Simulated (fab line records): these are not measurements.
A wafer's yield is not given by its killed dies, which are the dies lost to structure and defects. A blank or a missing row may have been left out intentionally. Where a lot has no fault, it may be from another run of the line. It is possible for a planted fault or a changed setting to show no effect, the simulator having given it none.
What tool caused it? | flow gf180mcu | 11 lots with 33 wafers sampled at 7 steps, on a route of 602 steps

== WHAT THE GAUGES READ, wafer by wafer ==
GF_TOP_METAL_RS_MEAS_05: the measuring method here is four-point-probe.
lot  | measured     | on            | TOP_METAL_ALCU_RS (ohm/sq)
L331 | day 27 05:09 | film-metro-04 | 0.0323 0.0320 0.0323
L332 | day 27 13:38 | film-metro-02 | 0.0332 0.0328 0.0329
L334 | day 28 06:26 | film-metro-02 | 0.0322 0.0329 0.0321
L336 | day 29 04:18 | film-metro-02 | 0.0333 0.0336 0.0333
L338 | day 29 18:28 | film-metro-02 | 0.0328 0.0328 0.0330
L339 | day 29 18:34 | film-metro-01 | 0.0329 0.0331 0.0331
L340 | day 30 07:20 | film-metro-04 | 0.0328 0.0324 0.0331
L342 | day 30 13:30 | film-metro-02 | 0.0330 0.0332 0.0331
L343 | day 31 04:53 | film-metro-01 | 0.0328 0.0333 0.0323
L345 | day 31 12:39 | film-metro-04 | 0.0331 0.0331 0.0323
L348 | day 32 06:23 | film-metro-02 | 0.0334 0.0326 0.0198

GF_TOP_METAL_THK_MEAS_06: measures by xrf.
lot  | measured     | on            | TOP_METAL_ALCU_THK (nm)
L331 | day 27 05:16 | film-metro-04 | 923 929 929
L332 | day 27 13:45 | film-metro-02 | 910 925 922
L334 | day 28 06:33 | film-metro-02 | 940 915 943
L336 | day 29 04:25 | film-metro-02 | 917 908 915
L338 | day 29 18:34 | film-metro-02 | 930 928 924
L339 | day 29 18:41 | film-metro-01 | 908 906 912
L340 | day 30 07:26 | film-metro-04 | 919 924 911
L342 | day 30 13:37 | film-metro-02 | 923 915 921
L343 | day 31 05:01 | film-metro-01 | 916 902 932
L345 | day 31 12:46 | film-metro-04 | 899 899 917
L348 | day 32 06:29 | film-metro-02 | 908 930 1528

GF_PASSIVATION_BOW_MEAS_14.
lot  | measured     | on            | PASSIVATION_BOW (um)
L331 | day 28 23:18 | film-metro-04 | 147 139 142
L332 | day 29 07:16 | film-metro-01 | 139 137 147
L334 | day 29 23:35 | film-metro-03 | 126 131 150
L336 | day 30 21:33 | film-metro-03 | 133 148 157
L338 | day 31 10:10 | film-metro-01 | 130 128 136
L339 | day 31 10:29 | film-metro-01 | 157 160 150
L340 | day 31 20:46 | film-metro-01 | 153 153 155
L342 | day 32 03:05 | film-metro-01 | 138 142 137
L343 | day 32 17:41 | film-metro-01 | 150 153 151
L345 | day 33 00:51 | film-metro-03 | 137 147 135
L348 | day 33 16:24 | film-metro-01 | 139 133 107

== TOOL THAT RAN EACH LOT (tool first, then ch and the chambers of the sampled wafers, then the start) ==
lot  | GF_V5_CMP_04                  | GF_V5_CVD_23                  | GF_TOP_METAL_SPUTTER_01      | GF_TOP_METAL_SPUTTER_02
L331 | cmp-02 ch 0,1,3, day 26 06:14 | cvd-w-01 ch 0,1, day 27 04:17 | pvd-sputter-04, day 27 05:00 | pvd-sputter-04, day 27 05:02
L332 | cmp-01 ch 0,1,3, day 26 15:23 | cvd-w-02 ch 0,1, day 27 12:43 | pvd-sputter-03, day 27 13:30 | pvd-sputter-03, day 27 13:32
L334 | cmp-01 ch 0,1, day 27 08:31   | cvd-w-02 ch 0,1, day 28 05:33 | pvd-sputter-01, day 28 06:19 | pvd-sputter-01, day 28 06:20
L336 | cmp-02 ch 0,1, day 28 07:05   | cvd-w-01 ch 0,1, day 29 03:25 | pvd-sputter-01, day 29 04:10 | pvd-sputter-01, day 29 04:11
L338 | cmp-01 ch 1,2, day 28 18:59   | cvd-w-01 ch 0,1, day 29 15:19 | pvd-sputter-04, day 29 15:58 | pvd-sputter-04, day 29 16:01
L339 | cmp-02 ch 1,2,3, day 28 21:31 | cvd-w-01 ch 0,1, day 29 17:32 | pvd-sputter-01, day 29 18:27 | pvd-sputter-01, day 29 18:29
L340 | cmp-02 ch 0,1,2, day 29 10:17 | cvd-w-02 ch 0,1, day 30 06:32 | pvd-sputter-04, day 30 07:11 | pvd-sputter-04, day 30 07:13
L342 | cmp-02 ch 1,2, day 29 17:12   | cvd-w-01 ch 0,1, day 30 12:41 | pvd-sputter-01, day 30 13:23 | pvd-sputter-01, day 30 13:25
L343 | cmp-01 ch 0,3, day 30 08:04   | cvd-w-02 ch 1, day 31 04:05   | pvd-sputter-01, day 31 04:46 | pvd-sputter-01, day 31 04:48
L345 | cmp-02 ch 0,1,3, day 30 16:59 | cvd-w-01 ch 0,1, day 31 11:49 | pvd-sputter-01, day 31 12:31 | pvd-sputter-01, day 31 12:32
L348 | cmp-02 ch 0,1,3, day 31 10:55 | cvd-w-01 ch 1, day 32 05:33   | pvd-sputter-04, day 32 06:14 | pvd-sputter-04, day 32 06:16
- GF_V5_CMP_04: polishes SiO2.
- GF_V5_CVD_23: deposits W, target thk 350 nm, time 104.9 s.
- GF_TOP_METAL_SPUTTER_01: material TiN, target thk 30 nm, time 25 s.
- GF_TOP_METAL_SPUTTER_02: material AlCu, target thk 900 nm, time 47.82 s.

== WHAT THE TOOLS THEMSELVES READ (means of the sampled wafers that have a number; where no wafer has one, the mark that the record gives instead) ==
GF_V5_CMP_04.
lot  | tool   | motor-current-A (A)
L331 | cmp-02 | 13.0
L332 | cmp-01 | 11.2
L334 | cmp-01 | 11.5
L336 | cmp-02 | 12.4
L338 | cmp-01 | 12.1
L339 | cmp-02 | 12.1
L340 | cmp-02 | 11.9
L342 | cmp-02 | 11.5
L343 | cmp-01 | 10.9
L345 | cmp-02 | 12.7
L348 | cmp-02 | 12.4

GF_V5_CVD_23.
lot  | tool     | heater-power-w (W)
L331 | cvd-w-01 | 1029
L332 | cvd-w-02 | 918
L334 | cvd-w-02 | 820
L336 | cvd-w-01 | 1035
L338 | cvd-w-01 | 1050
L339 | cvd-w-01 | 1018
L340 | cvd-w-02 | 926
L342 | cvd-w-01 | 1023
L343 | cvd-w-02 | 741
L345 | cvd-w-01 | 1045
L348 | cvd-w-01 | 1046

GF_TOP_METAL_SPUTTER_01.
lot  | tool           | cathode-dc-power-W (W) | throttle-valve-pct (%)
L331 | pvd-sputter-04 | 6499.2                 | 29.3
L332 | pvd-sputter-03 | 6500.0                 | 29.6
L334 | pvd-sputter-01 | 6500.2                 | 31.1
L336 | pvd-sputter-01 | 6501.0                 | 30.5
L338 | pvd-sputter-04 | 6499.2                 | 29.2
L339 | pvd-sputter-01 | 6499.9                 | 30.6
L340 | pvd-sputter-04 | 6500.7                 | 30.2
L342 | pvd-sputter-01 | 6499.3                 | 30.4
L343 | pvd-sputter-01 | 6499.1                 | 30.9
L345 | pvd-sputter-01 | 6499.3                 | 30.3
L348 | pvd-sputter-04 | 6499.4                 | 29.3

GF_TOP_METAL_SPUTTER_02.
lot  | tool           | cathode-dc-power-W (W) | substrate-temp-c (C) | throttle-valve-pct (%)
L331 | pvd-sputter-04 | 10601                  | 250.05               | 29.3
L332 | pvd-sputter-03 | 10602                  | 250.00               | 29.7
L334 | pvd-sputter-01 | 10600                  | 250.18               | 31.1
L336 | pvd-sputter-01 | 10599                  | 250.06               | 30.3
L338 | pvd-sputter-04 | 10599                  | 250.20               | 29.3
L339 | pvd-sputter-01 | 10600                  | 249.96               | 30.6
L340 | pvd-sputter-04 | 10600                  | 250.06               | 30.2
L342 | pvd-sputter-01 | 10602                  | 249.87               | 30.5
L343 | pvd-sputter-01 | 10602                  | 250.06               | 30.8
L345 | pvd-sputter-01 | 10600                  | 250.10               | 30.4
L348 | pvd-sputter-04 | 10599                  | 249.92               | 29.3

== THE ANSWER, worked out from the rows above alone ==
Rule: the usual values come from the lots themselves. Put in order of their means at a reading, lots are off if they are a third of the lots or fewer, leave a main group of 4 or more, and stand apart from it by a gap of 3 or more times the standard deviation of the main group's means; of several such gaps the widest counts. Not used: any main group whose means are identical at the precision the tables above print for the reading. A lot without any number at a reading at which 4 lots or more have one is off too. All remaining lots with rows at the step are treated as sound. After the gauges, taken in route order, come the tools' own readings; for these a lot's mean is taken, as printed above. At the first step where some lot is off, the reading lying furthest off is the one used; lots without a number count as furthest.
Off: at GF_TOP_METAL_RS_MEAS_05 (TOP_METAL_ALCU_RS), L348. Mean 0.0328 ohm/sq and standard deviation 0.00032 in the main group.
A tool fits if, at a process step before that reading, it ran every lot that is off, and no sound lot after the first of them. The gauges at GF_TOP_METAL_RS_MEAS_05 are tried like those tools. Can't be told from this: 4 tools fit, cmp-02 at GF_V5_CMP_04, cvd-w-01 at GF_V5_CVD_23, pvd-sputter-04 at GF_TOP_METAL_SPUTTER_01 and GF_TOP_METAL_SPUTTER_02, film-metro-02 at GF_TOP_METAL_RS_MEAS_05.

== WHAT THE SIMULATOR HAD PUT IN ==
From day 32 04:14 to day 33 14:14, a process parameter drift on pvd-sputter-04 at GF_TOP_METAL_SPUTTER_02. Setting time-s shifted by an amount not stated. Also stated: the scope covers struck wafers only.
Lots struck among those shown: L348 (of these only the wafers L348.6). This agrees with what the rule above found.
